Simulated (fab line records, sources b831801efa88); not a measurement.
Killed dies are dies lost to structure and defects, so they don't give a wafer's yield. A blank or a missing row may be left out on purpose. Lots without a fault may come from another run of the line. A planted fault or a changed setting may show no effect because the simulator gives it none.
Tool commonality check | flow sky130 | 11 lots, 33 wafers sampled

WHY IT WAS OPENED
At SKY_LI_CONTACT_RS_MEAS_22 the reading LI_CONTACT_W_RS is flagged on 3 of 11 lots. Wafers without a fault read 0.284 ohm/sq, standard deviation 0.0037.
Rule: a lot is flagged when every wafer of it that has a number lies more than 4 standard deviations from that mean, or none has a number. The other lots count as sound.

lot  | measured     | on            | LI_CONTACT_W_RS (ohm/sq), wafer by wafer | flag
L455 | day 31 01:23 | film_metro-02 | 0.288 0.292 0.289                        |
L457 | day 31 21:23 | film_metro-01 | 0.283 0.289 0.283                        |
L459 | day 31 23:41 | film_metro-01 | 0.286 0.287 0.286                        |
L466 | day 34 01:23 | film_metro-01 | 24.886 24.809 24.863                     | FLAGGED
L467 | day 34 02:53 | film_metro-01 | 25.029 24.842 24.890                     | FLAGGED
L468 | day 34 07:29 | film_metro-02 | 25.289 25.253 25.128                     | FLAGGED
L470 | day 35 15:58 | film_metro-03 | 0.289 0.286 0.288                        |
L471 | day 36 00:25 | film_metro-03 | 0.285 0.287 0.286                        |
L473 | day 36 04:20 | film_metro-02 | 0.289 0.289 0.291                        |
L472 | day 36 05:53 | film_metro-03 | 0.283 0.284 0.281                        |
L475 | day 36 21:56 | film_metro-01 | 0.288 0.287 0.286                        |
The numbers of the flagged lots are 24.999 ohm/sq on average: +24.715 ohm/sq against the usual, or +99 or more standard deviations.

WHICH TOOL RAN EACH LOT
The record holds 2 process steps before the reading, out of a route of 708 steps. In each cell: the tool, then ch and the chambers that the sampled wafers went through, then the start.
lot  | flag    | SKY_LI_CONTACT_ETCH_14             | SKY_LI_CONTACT_CVD_21
L455 |         | rie_diel-02 ch 0,1,3, day 31 00:41 | cvd_w-02 ch 0,1, day 31 01:15
L457 |         | rie_diel-03 ch 0,1, day 31 20:41   | cvd_w-01 ch 0,1, day 31 21:15
L459 |         | rie_diel-02 ch 0,1, day 31 23:00   | cvd_w-02 ch 0,1, day 31 23:34
L466 | FLAGGED | rie_diel-01 ch 0,3, day 34 00:41   | cvd_w-01 ch 0,1, day 34 01:14
L467 | FLAGGED | rie_diel-02 ch 0,2,3, day 34 02:11 | cvd_w-01 ch 0,1, day 34 02:46
L468 | FLAGGED | rie_diel-01 ch 1,2,3, day 34 06:44 | cvd_w-02 ch 0,1, day 34 07:20
L470 |         | rie_diel-02 ch 1,2, day 35 15:14   | cvd_w-02 ch 0,1, day 35 15:50
L471 |         | rie_diel-02 ch 1,2, day 35 23:11   | cvd_w-02 ch 0,1, day 36 00:17
L473 |         | rie_diel-02 ch 1,2, day 36 03:39   | cvd_w-02 ch 0,1, day 36 04:13
L472 |         | rie_diel-01 ch 0,1, day 36 05:11   | cvd_w-02 ch 0,1, day 36 05:45
L475 |         | rie_diel-03 ch 0,1, day 36 21:14   | cvd_w-02 ch 0,1, day 36 21:47
What these steps do:
- SKY_LI_CONTACT_ETCH_14: etches BARC in N2/H2, stops on SiO2, time 45.9 s, target depth 60 nm.
- SKY_LI_CONTACT_CVD_21: deposits W, target thk 400 nm, time 120.56 s.
- SKY_LI_CONTACT_RS_MEAS_22: measures by four-point-probe.

FLAGGED OVER TOTAL, TOOL BY TOOL (the gauges that took the reading come last)
step                      | tool          | lots run | flagged | share of the flagged lots | sound lots run after its first flagged lot
SKY_LI_CONTACT_ETCH_14    | rie_diel-01   | 3        | 2       | some                      | 1 (L472)
SKY_LI_CONTACT_ETCH_14    | rie_diel-02   | 6        | 1       | some                      | 3 (L470,L471,L473)
SKY_LI_CONTACT_ETCH_14    | rie_diel-03   | 2        | 0       | none                      | -
SKY_LI_CONTACT_CVD_21     | cvd_w-01      | 3        | 2       | some                      | 0
SKY_LI_CONTACT_CVD_21     | cvd_w-02      | 8        | 1       | some                      | 5 (L470,L471,L473,L472,L475)
SKY_LI_CONTACT_RS_MEAS_22 | film_metro-01 | 5        | 2       | some                      | 1 (L475)
SKY_LI_CONTACT_RS_MEAS_22 | film_metro-02 | 3        | 1       | some                      | 1 (L473)
SKY_LI_CONTACT_RS_MEAS_22 | film_metro-03 | 3        | 0       | none                      | -

WHAT THE TABLE ALLOWS
No row of the table ran every flagged lot.

WHAT THE SIMULATOR HAD PUT IN
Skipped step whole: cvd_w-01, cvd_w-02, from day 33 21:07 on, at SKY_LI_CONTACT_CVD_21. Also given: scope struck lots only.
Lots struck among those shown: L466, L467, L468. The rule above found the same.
